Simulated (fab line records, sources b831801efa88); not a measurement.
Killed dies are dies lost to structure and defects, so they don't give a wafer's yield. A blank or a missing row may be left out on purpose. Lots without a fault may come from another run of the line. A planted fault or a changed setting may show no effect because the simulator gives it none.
A struck lot beside a sound one | flow sky130 | 22 steps out of a route of 708
Sound: wafers L449.4, L449.5, L449.6. Struck: wafers L462.1, L462.3. (L462.2 of the same lot was not struck and is left out.) The cause comes at the end.
At each step with rows: each side's tool, then ch and its chambers, then its first start. Under that, the readings that differ: sound wafers | struck wafers | difference of the means | sigmas: that difference in standard deviations of wafers without a fault.
alike: readings whose means differ by less than 2 such deviations, and words and numbers that are the same on both sides. not compared: withheld readings, readings that some wafer has no value for, bounds like >300 that may hide the same value, and numbers for which the record gives no deviation and whose values overlap.
The two part at a step that has a row with sigmas, a row that says differs or no value, or rows on one side only. Numbers that don't overlap but have no deviation are shown without sigmas and don't part them. A reading that every wafer of one side lacks parts them only if that side has two wafers or more.

first, 2 steps without rows for these wafers: SKY_RES_PROTECT_DEVELOP_06 (develop time 60 s); SKY_POLY_GATE_IMPLANT_02.
SKY_RES_PROTECT_STRIP_07: strips in O2/N2.
  sound on plasma_asher-01 ch 0,1, day 15 02:04; struck on plasma_asher-01 ch 0,1, day 20 04:37
  alike: drypump_motor_current_A, oes_product_au, strip_time_to_endpoint_s
  not compared: rf_hours_counter_h
SKY_RES_PROTECT_TW_MEAS_08:
  sound on film_metro-04, day 15 02:09; struck on film_metro-03, day 20 04:43
  reading      | sound          | struck    | difference | sigmas
  POLY_GATE_TW | 4000 4000 4007 | 4078 4091 | +82        | +2
then, 2 steps without rows for these wafers: SKY_RES_PROTECT_CLEAN_09 (cleans in SC1/SC2, time 150 s); SKY_POLY_GATE_CVD_03 (deposits Si3N4 from DCS/NH3, target thk 75 nm, time 1290 s).
SKY_POLY_GATE_THK_MEAS_04:
  sound on film_metro-03, day 15 04:35; struck on film_metro-03, day 20 06:11
  alike: POLY_GATE_CVD_03_THK
then, 5 steps without rows for these wafers: SKY_POLY_GATE_DEHYDRATE_05 (time 60 s); SKY_POLY_GATE_HMDS_06 (prime time 60 s); SKY_POLY_GATE_COAT_07 (resist thk 110 nm); SKY_POLY_GATE_COAT_08 (resist thk 450 nm); SKY_POLY_GATE_SOFTBAKE_09 (time 90 s).
SKY_POLY_GATE_EXPOSE_10: exposes mask P1M, target cd 150 nm.
  sound on krf_scanner-02 ch 0, day 15 18:50; struck on krf_scanner-02 ch 0, day 20 21:21
  alike: mask
then, 2 steps without rows for these wafers: SKY_POLY_GATE_PEB_11; SKY_POLY_GATE_DEVELOP_12 (develop time 60 s).
SKY_POLY_GATE_CD_MEAS_13: target cd 150 nm.
  sound on cd_sem-01, day 16 08:43; struck on cd_sem-02, day 21 12:40
  reading    | sound             | struck      | difference | sigmas
  cd_nm (nm) | 148.2 148.2 148.9 | 129.2 128.4 | -19.6      | -15
SKY_POLY_GATE_OVL_MEAS_14:
  sound on overlay-01, day 16 08:47; struck on overlay-02, day 21 12:47
  alike: POLY_GATE_OVL
SKY_POLY_GATE_ETCH_15: etches BARC in N2/H2, stops on SiO2, time 118.5 s, target depth 110 nm.
  sound on rie_diel-04 ch 0,2,3, day 16 08:48; struck on rie_diel-04 ch 0,2, day 21 12:50
  reading                    | sound             | struck      | difference | sigmas
  model.POLY_GATE.cd_nm (nm) | 148.3 149.6 149.4 | 129.6 128.6 | -20.0      |
  alike: drypump_motor_current_A, h2_flow_sccm, oes_product_au, throttle_valve_pct
  not compared: rf_hours_counter_h
SKY_POLY_GATE_ETCH_16: etches Si3N4 in CH3F/O2, stops on poly-Si, time 147.5 s, target depth 75 nm.
  sound on rie_diel-04 ch 0,2,3, day 16 08:53; struck on rie_diel-04 ch 0,2, day 21 12:55
  alike: drypump_motor_current_A, oes_product_au, throttle_valve_pct
  not compared: rf_hours_counter_h
SKY_POLY_GATE_ETCH_17: etches poly-Si in HBr/Cl2, stops on SiO2, target depth 180 nm, time 70.5 s.
  sound on rie_si-01 ch 0,1, day 16 08:59; struck on rie_si-01 ch 0,2, day 21 13:01
  reading                    | sound           | struck    | difference | sigmas
  model.POLY_GATE.cd_nm (nm) | 150 148.9 150.2 | 129 127.5 | -21        |
  alike: drypump_motor_current_A, oes_product_au, throttle_valve_pct
  not compared: rf_hours_counter_h
SKY_POLY_GATE_STRIP_18: strips in O2/N2.
  sound on plasma_asher-03 ch 0,1, day 16 09:05; struck on plasma_asher-04 ch 1, day 21 13:04
  alike: drypump_motor_current_A, oes_product_au, strip_time_to_endpoint_s
  not compared: rf_hours_counter_h
-- the record jumps here: 28 days lie between the struck wafers' starts before and after (it left off in module POLY_GATE and takes up again in module PAD_OPEN, whose first step shown is number 708 of the route) --
SKY_PAD_OPEN_PROBE_99:
  sound on prober-01, day 45 19:49; struck on prober-01, day 49 05:29
  reading                                 | sound             | struck      | difference | sigmas
  killed_at_front_end                     | 16 11 15          | 58 81       | +56        | +12
  killed_dies                             | 85 80 91          | 117 160     | +53        | +6
  model.etest.res_xhigh_po.line_ohm_um    | 5488 5746 5746    | 6429 6451   | +780       |
  model.etest.pfet_01v8.r_on_ohm_um       | 2959 3019 2962    | 2616 2598   | -373       |
  model.etest.pfet_g5v0d10v5.r_on_ohm_um  | 4752 4714 4654    | 4485 4512   | -208       |
  model.etest.res_poly.line_ohm_um        | 515.2 533.6 521.1 | 689.3 695.1 | +168.9     |
  model.etest.nfet_01v8.r_on_ohm_um       | 832.1 839.2 840.8 | 750.9 752.7 | -85.6      |
  model.etest.nfet_g5v0d10v5.r_on_ohm_um  | 1884 1877 1876    | 1805 1804   | -74        |
  model.etest.sonos_uncharged.r_on_ohm_um | 816.5 811.6 807.1 | 756 738.9   | -64        |
  model.etest.res_high_po.line_ohm_um     | 742.3 755.9 757.5 | 821.2 834   | +75.7      |
  alike: killed_at_M0_to_M3, killed_at_M4_up, killed_at_contacts, killed_at_other, killed_open, killed_short

WHERE THEY PART
First at SKY_RES_PROTECT_TW_MEAS_08; last, within this record, at SKY_PAD_OPEN_PROBE_99.

WHY: what the simulator had put in
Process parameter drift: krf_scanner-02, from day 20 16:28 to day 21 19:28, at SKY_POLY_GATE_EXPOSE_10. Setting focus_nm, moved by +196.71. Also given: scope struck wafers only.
